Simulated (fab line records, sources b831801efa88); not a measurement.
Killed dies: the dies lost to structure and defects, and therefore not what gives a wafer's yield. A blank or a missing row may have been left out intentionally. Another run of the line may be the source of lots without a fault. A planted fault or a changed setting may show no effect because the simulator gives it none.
What tool caused it? | flow gf180mcu | 7 lots, 21 wafers sampled, at 2 steps of a route of 602

== WHAT THE GAUGES SHOWED, per wafer ==
GF_MVSD_TW_MEAS_11.
lot  | measured    | on           | MVSD_TW
L835 | day 5 22:08 | filmMetro-03 | 1587 1586 1579
L837 | day 6 08:37 | filmMetro-01 | 1653 1651 1649
L843 | day 7 20:08 | filmMetro-04 | 1587 1584 1584
L845 | day 8 07:35 | filmMetro-01 | 1585 1585 1596
L848 | day 8 23:44 | filmMetro-03 | 1575 1583 1598
L850 | day 9 10:17 | filmMetro-04 | 1579 1581 1582
L852 | day 9 22:46 | filmMetro-04 | 1586 1587 1580

== TOOL THAT RAN EACH LOT (tool first, then ch and the chambers of the sampled wafers, then the start) ==
lot  | GF_MVSD_IMPLANT_08
L835 | implanter-03 ch 0, day 5 21:44
L837 | implanter-04 ch 0, day 6 08:14
L843 | implanter-02 ch 0, day 7 19:44
L845 | implanter-03 ch 0, day 8 07:11
L848 | implanter-03 ch 0, day 8 23:22
L850 | implanter-02 ch 0, day 9 09:53
L852 | implanter-04 ch 0, day 9 22:22
- GF_MVSD_IMPLANT_08

== THE ANSWER, worked out from the rows above alone ==
Rule: the lots themselves supply what counts as usual. Put in order of their means at a reading, lots are off if they are a third of the lots or fewer, leave a main group of 4 or more, and stand apart from it by a gap of 3 or more times the standard deviation of the main group's means; of several such gaps the widest counts. If all means in a main group match to the digits the tables above print for the reading, that group is not used. Also off: a lot with no number at a reading for which 4 or more lots have one. Any other lot the step has rows for is counted as sound.
Off: L837, at GF_MVSD_TW_MEAS_11 (MVSD_TW). Main group: mean 1585, sd 2.3.
A tool fits if, at a process step before that reading, it ran every lot that is off, and no sound lot after the first of them. Those tools and the gauges at GF_MVSD_TW_MEAS_11 are tried in the same way. No candidate that was tried fits.

== WHAT THE SIMULATOR HAD INSERTED ==
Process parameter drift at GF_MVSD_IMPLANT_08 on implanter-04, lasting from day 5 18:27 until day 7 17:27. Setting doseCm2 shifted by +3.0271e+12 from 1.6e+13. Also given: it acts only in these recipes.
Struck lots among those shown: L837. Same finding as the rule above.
